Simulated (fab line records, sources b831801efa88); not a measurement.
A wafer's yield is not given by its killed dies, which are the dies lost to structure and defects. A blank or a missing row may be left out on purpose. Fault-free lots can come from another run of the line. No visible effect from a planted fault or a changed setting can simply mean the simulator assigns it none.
Problem report, 8D (eight disciplines) form, completed by code	flow sky130	the parts of the form that need people (team, actions taken, sign-off) are left out

## 1. THE PROBLEM
Wafers without a fault read 10.000, standard deviation 0.0027; beamEnergyKeV at SKY_GATE_OXIDE_IMPLANT_11 reads a mean of 9.033 on 6 wafers belonging to 2 lots. So: -99 or more standard deviations from the usual mean.
The first sign was on wafer L270.1 at day 18 15:19, on implanter-01. Wafers with a number at this step in the record: 39, from 13 lots. Rule for "out", or "out of limits": more than 4 standard deviations from the usual mean. All remaining wafers that have a number are taken as sound.

## 2. WHAT IT IS, WHAT IT ISN'T
question	is	is not
which readings at this step	beamEnergyKeV	beamOnS
which lots	L270, L274	L257, L260, L261, L263, L264, L265, L266, L267, L269, L271, L280
which wafers of those lots	all that have a number	-
read on which tools	implanter-01	implanter-02
when	from day 18 15:19	up to then (30 sound wafers); but 3 sound wafers of L280 came after

## 3. SUSPECTS, AND WHAT RULES EACH OUT
Counting: a tool at any process step up to the reading remains a suspect when it ran all the lots that are out and ran no sound lot after the first of those.
- implanter-01 at SKY_GATE_OXIDE_IMPLANT_11: kept. All lots that are out passed through it, beginning with L270 at day 18 15:19, and no sound lot followed; its final sound lot before that point was L269 at day 18 07:41. Out on those wafers are its own readings of beamEnergyKeV.
After counting, what remains is implanter-01 at SKY_GATE_OXIDE_IMPLANT_11.

## 4. THE CAUSE (what the simulator had put in)
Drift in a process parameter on implanter-01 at SKY_GATE_OXIDE_IMPLANT_11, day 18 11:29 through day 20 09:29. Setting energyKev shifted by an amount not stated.
Only this tool survived the counting.

## 5. SEQUENCE OF EFFECTS, ordered by route
Each row: a reading where the mean over the struck wafers with a number is more than 3 standard deviations away from the usual. Readings are gone through only where the record gives a usual standard deviation; hours: the median, over the lots, of the time from a lot's start at the first step in this table giving one to that lot's start at this step; sigmas: the change measured in usual standard deviations.
hours	step	reading	usual	on struck wafers	change	sigmas
0	SKY_GATE_OXIDE_IMPLANT_11	beamEnergyKeV	10.000	9.033	-0.967	-99 or more
It contains these process steps:
- SKY_GATE_OXIDE_IMPLANT_11
Later measuring or inspecting steps at which every struck wafer that the step has a row for has a number for every such reading, and none has moved that far: SKY_GATE_OXIDE_TW_MEAS_14.

## 6. HOW IT WOULD HAVE BEEN CAUGHT EARLIER
The fault began at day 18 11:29; the first out-of-limits reading in this record came at day 18 15:19, 4 hours later.
